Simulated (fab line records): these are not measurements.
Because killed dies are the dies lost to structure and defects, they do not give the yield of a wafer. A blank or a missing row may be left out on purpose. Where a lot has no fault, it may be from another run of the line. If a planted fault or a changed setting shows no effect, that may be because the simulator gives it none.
Which tool did it? | flow sky130 | Sampling: 11 lots, 33 wafers, 2 of 708 route steps

WHAT THE GAUGES SHOWED, per wafer
SKY_VIA2_BOW_MEAS_03.
lot  | measured     | on            | VIA2_BOW (um)
L919 | day 35 10:41 | film-metro-03 | 93 87 80
L921 | day 36 05:40 | film-metro-02 | 91 83 93
L924 | day 37 16:47 | film-metro-02 | 83 76 86
L926 | day 38 11:05 | film-metro-02 | 88 91 90
L930 | day 39 02:06 | film-metro-03 | 80 91 88
L929 | day 39 08:22 | film-metro-02 | 87 83 87
L931 | day 39 19:05 | film-metro-01 | 83 85 77
L937 | day 41 07:41 | film-metro-02 | 79 75 91
L939 | day 42 01:02 | film-metro-03 | 80 85 85
L941 | day 42 16:02 | film-metro-02 | 97 101 84
L940 | day 42 16:56 | film-metro-02 | 82 101 92

SKY_VIA2_CD_MEAS_12: the cd target is 200 nm.
lot  | measured     | on        | cd-nm (nm)
L919 | day 36 12:20 | cd-sem-01 | 198.4 199.1 200.6
L921 | day 37 07:50 | cd-sem-01 | 200.3 198.6 200.2
L924 | day 38 18:40 | cd-sem-02 | 199.4 198.2 199.0
L926 | day 39 12:14 | cd-sem-02 | 199.6 198.8 199.4
L930 | day 40 03:58 | cd-sem-01 | 202.6 201.2 199.9
L929 | day 40 08:49 | cd-sem-02 | 198.9 197.2 196.8
L931 | day 40 19:22 | cd-sem-01 | 201.0 201.5 202.5
L937 | day 42 07:22 | cd-sem-01 | 198.0 200.1 198.6
L939 | day 43 00:49 | cd-sem-02 | 201.6 199.9 201.0
L941 | day 43 14:54 | cd-sem-01 | 201.4 199.6 199.0
L940 | day 43 15:49 | cd-sem-02 | 201.3 200.9 202.5

WHICH TOOL RAN EACH LOT (tool, then ch and the chambers of the sampled wafers, then the start)
The record holds no process step before these readings.

WHAT THE TOOLS THEMSELVES READ (means of the sampled wafers that have a number; where no wafer has one, the mark that the record gives instead)
The record holds no such reading with a usual standard deviation.

THE ANSWER, worked out from the rows above alone
Rule: the usual values come from the lots themselves. Put in order of their means at a reading, lots are off if they are a third of the lots or fewer, leave a main group of 4 or more, and stand apart from it by a gap of 3 or more times the standard deviation of the main group's means; of several such gaps the widest counts. The tables above print the reading to a certain number of digits; a main group whose means all agree to those digits is not used. Also off: a lot with no number at a reading for which 4 or more lots have one. Where the step has rows for the other lots, those lots are counted as sound. After the gauges, taken in route order, come the tools' own readings; for these a lot's mean is taken, as printed above. The first step at which some lot is off is used, and at that step the reading that is off furthest; a lot without a number counts as furthest.
Nothing can be told from this: no lot is off at any reading shown.

WHAT THE SIMULATOR HAD PUT IN
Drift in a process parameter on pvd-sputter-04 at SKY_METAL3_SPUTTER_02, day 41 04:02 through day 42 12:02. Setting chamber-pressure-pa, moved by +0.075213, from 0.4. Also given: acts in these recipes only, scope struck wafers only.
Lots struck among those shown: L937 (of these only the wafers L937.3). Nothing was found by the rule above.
